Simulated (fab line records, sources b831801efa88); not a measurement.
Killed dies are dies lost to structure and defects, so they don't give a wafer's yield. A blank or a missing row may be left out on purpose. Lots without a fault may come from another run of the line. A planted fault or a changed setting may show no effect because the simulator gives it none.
One fault seen from 2 desks | flow gf180mcu | each desk has only its own numbers; what lay behind them comes last

THE TOOL OWNER'S DESK: implanter-01
The tool's own readings at GF_HV_LDD_IMPLANT_09: means of the sampled wafers that have a number, for each lot that ran on this tool. A lot is out of limits, marked OUT, if its mean lies more than 4 standard deviations from the usual mean; the brackets give that distance.
Columns: A = dose_ions_cm2 at GF_HV_LDD_IMPLANT_09, usual 1e+14; B = end_station_pressure_torr at GF_HV_LDD_IMPLANT_09, usual 5.43e-06 Torr
lot  | first seen here | A               | B
L853 | day 11 00:53    | 1e+14           | 5.49e-06
L857 | day 12 01:53    | 1e+14           | 5.60e-06
L862 | day 13 15:22    | 1e+14           | 5.57e-06
L868 | day 15 07:56    | 1e+14 (-20) OUT | 5.34e-06
L869 | day 15 16:57    | 1e+14 (-21) OUT | 5.42e-06
This desk's finding: out of limits on L868, L869; first on L868, day 15 07:56 (dose_ions_cm2 at GF_HV_LDD_IMPLANT_09). In limits: L853, L857, L862.

THE METROLOGY DESK
What the gauges read, lot by lot, whatever tool the lot ran on: means of the sampled wafers that have a number. A lot is out of limits, marked OUT, if its mean lies more than 4 standard deviations from the usual mean; the brackets give that distance.
Columns: A = POLY_GATE_CVD_00_THK at GF_POLY_GATE_THK_MEAS_01, usual 200.2 nm; B = POLY_GATE_OVL at GF_POLY_GATE_OVL_MEAS_11, usual 3 nm; C = HV_LDD_01_OVL at GF_HV_LDD_OVL_MEAS_20, usual 0.5 nm; D = HV_LDD_RS at GF_HV_LDD_RS_MEAS_53, usual 418.4 ohm/sq
lot  | first seen here | A     | B  | C    | D
L851 | day 9 05:02     | 199.6 | 1  | 1.2  | 419.0
L852 | day 9 12:05     | 198.2 | 8  | 1.6  | 417.9
L853 | day 9 12:06     | 200.1 | -1 | 2.3  | 419.2
L854 | day 9 20:55     | 197.1 | -1 | -0.3 | 418.3
L856 | day 10 08:53    | 197.9 | 5  | -1.4 | 417.4
L857 | day 10 09:59    | 199.9 | -3 | 0.1  | 418.3
L858 | day 10 18:55    | 204.3 | 11 | 0.5  | 416.8
L860 | day 11 08:22    | 200.4 | 10 | -1.1 | 418.8
L861 | day 11 19:05    | 201.1 | -5 | 0.9  | 419.3
L862 | day 11 22:15    | 199.4 | 14 | 0.9  | 419.1
L865 | day 12 17:00    | 198.3 | -1 | 0.3  | 419.4
L868 | day 13 11:24    | 200.5 | 2  | 1.6  | 422.9 (+4.6) OUT
L869 | day 13 20:23    | 198.2 | -1 | 0.2  | 422.5 (+4.2) OUT
L873 | day 15 03:25    | 197.3 | 4  | -0.2 | 416.8
This desk's finding: out of limits on L868, L869; first on L868, day 18 05:13 (HV_LDD_RS at GF_HV_LDD_RS_MEAS_53). In limits: L851, L852, L853, L854, L856, L857, L858, L860, L861, L862, L865, L873.

PUT TOGETHER
The tool owner's desk could have raised an alarm at day 15 07:56, on L868, L869.
The metrology desk could have raised an alarm at day 18 05:13, on L868, L869.
Of the lots named, all ran GF_HV_LDD_IMPLANT_09 on implanter-01.

WHAT THE SIMULATOR HAD PUT IN
Process parameter drift: implanter-01, from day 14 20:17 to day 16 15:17, at GF_HV_LDD_IMPLANT_09. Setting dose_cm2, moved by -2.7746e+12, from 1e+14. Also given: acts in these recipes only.
Lots struck among those shown: L868, L869.
Hours from the fault's start to each desk's first reading out of limits: the tool owner's desk, 12; the metrology desk, 81.
